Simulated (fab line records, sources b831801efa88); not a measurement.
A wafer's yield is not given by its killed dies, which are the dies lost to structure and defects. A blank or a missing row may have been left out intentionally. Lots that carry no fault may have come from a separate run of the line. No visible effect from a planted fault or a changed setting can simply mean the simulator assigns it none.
A lot that was struck, set against a sound lot + flow sky130 + 16 out of 708 route steps
Sound: these wafers, L597.3, L597.4, L597.6. Struck: wafer L603.4 (L603.3, L603.5, from the same lot, were not struck and are left out); the cause is given at the end.
At each step with rows: each side's tool, then ch and its chambers, then its first start. Under that, the readings that differ: sound wafers + struck wafers + difference of the means + sigmas: that difference in standard deviations of wafers without a fault.
alike: same words and numbers on both sides, and readings whose means sit less than 2 such deviations apart. not compared: any withheld reading, any reading some wafer has no value for, any bound like >300 that may hide the same value, and any number with overlapping values for which the record gives no deviation.
A row with sigmas, a row that says differs or no value, or rows on one side alone: a step with any of these is where the two part. Numbers that have no deviation but don't overlap get no sigmas and don't part them. A reading missing from all wafers of one side parts the sides only when that side holds two or more wafers.

SKY_METAL5_SPUTTER_03: material Ti, target thk 5 nm, time 3.3 s.
  struck on pvd-sputter-02, day 46 16:35; sound on pvd-sputter-02, day 45 21:56
  alike: throttle-valve-pct
SKY_METAL5_SPUTTER_04: material TiN, target thk 70 nm, time 58.3 s.
  struck on pvd-sputter-02, day 46 16:37; sound on pvd-sputter-02, day 45 21:58
  alike: throttle-valve-pct
SKY_METAL5_RS_MEAS_05: the measuring method here is four-point-probe.
  struck on film-metro-02, day 46 16:44; sound on film-metro-03, day 45 22:03
  alike: METAL5_ALCU_RS
SKY_METAL5_THK_MEAS_06: measures by xrf.
  struck on film-metro-02, day 46 16:50; sound on film-metro-03, day 45 22:09
  alike: METAL5_ALCU_THK
then, 7 steps without rows for these wafers: SKY_METAL5_DEHYDRATE_07 (time 60 s); SKY_METAL5_HMDS_08 (prime time 60 s); SKY_METAL5_COAT_09 (resist thk 1800 nm); SKY_METAL5_SOFTBAKE_10 (time 60 s); SKY_METAL5_EXPOSE_11 (exposes mask MM5, target cd 1600 nm); SKY_METAL5_PEB_12; SKY_METAL5_DEVELOP_13 (develop time 60 s).
SKY_METAL5_DESCUM_14: chemistry O2, time 11 s.
  sound on rie-metal-03 ch 0,1, day 46 17:32; struck on rie-metal-03 ch 1, day 47 11:23
  alike: drypump-motor-current-A, oes-product-au
  not compared: rf-hours-counter-h
SKY_METAL5_METAL_ETCH_15: etches the open film in Cl2/BCl3, stops on SiO2, target depth 1260 nm, time 252 s.
  sound on rie-metal-03 ch 0,1, day 46 17:38; struck on rie-metal-03 ch 1, day 47 11:29
| reading                                     | sound             | struck | difference | sigmas |
|---------------------------------------------|-------------------|--------|------------|--------|
| oes-product-au (a.u.)                       | 0.882 0.891 0.886 | 0.805  | -0.081     | -15    |
| model.NOVOLAK_of_METAL5_COAT_09.thk-nm (nm) | 1031 1041 1034    | 1269   | +234       |        |
| model.METAL5.feature-depth-nm (nm)          | 1259 1261 1257    | 1059   | -200       |        |
| model.etch.depth-nm (nm)                    | 1259 1261 1257    | 1059   | -200       |        |
  alike: drypump-motor-current-A, throttle-valve-pct
  not compared: rf-hours-counter-h
SKY_METAL5_STRIP_16: strips in O2/N2.
  sound on plasma-asher-01 ch 0,1, day 46 17:50; struck on plasma-asher-03 ch 0, day 47 11:41
| reading                      | sound             | struck | difference | sigmas |
|------------------------------|-------------------|--------|------------|--------|
| strip-time-to-endpoint-s (s) | 13.01 13.14 13.05 | 15.72  | +2.65      | +16    |
  alike: drypump-motor-current-A, oes-product-au
  not compared: rf-hours-counter-h
then, 1 step without rows for these wafers: SKY_METAL5_STRIP_17 (strips in post etch residue remover, time 1200 s).
SKY_PAD_OPEN_PROBE_99:
  struck on prober-01, day 49 03:58; sound on prober-02, day 48 12:27
| reading                  | sound          | struck | difference | sigmas      |
|--------------------------|----------------|--------|------------|-------------|
| defect-limited-yield (%) | 83.7 80.3 85.2 | 0      | -83        | -44         |
| killed_at_M4_up          | 2 4 3          | 417    | +414       | +99 or more |
| killed-dies              | 80 97 73       | 492    | +409       | +44         |
| killed-on-rim            | 17 18 16       | 96     | +79        | +23         |
| sort_bin_5_function (%)  | 8.5 11.8 7.7   | 94.1   | +84.8      | +57         |
| sort-n-pass              | 412 395 419    | 0      | -409       | -44         |
| sort-yield-pct (%)       | 83.7 80.3 85.2 | 0      | -83        | -44         |
  alike: killed_at_M0_to_M3, killed-at-contacts, killed-at-front-end, killed-at-other, killed-open, killed-short, sort_bin_3_pad_short, sort_bin_6_memory

## WHERE THEY PART
Earliest at SKY_METAL5_METAL_ETCH_15; latest, in this record, at SKY_PAD_OPEN_PROBE_99.

WHY: what had been put in by the simulator
rie-metal-03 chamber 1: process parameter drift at SKY_METAL5_METAL_ETCH_15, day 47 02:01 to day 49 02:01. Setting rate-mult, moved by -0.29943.
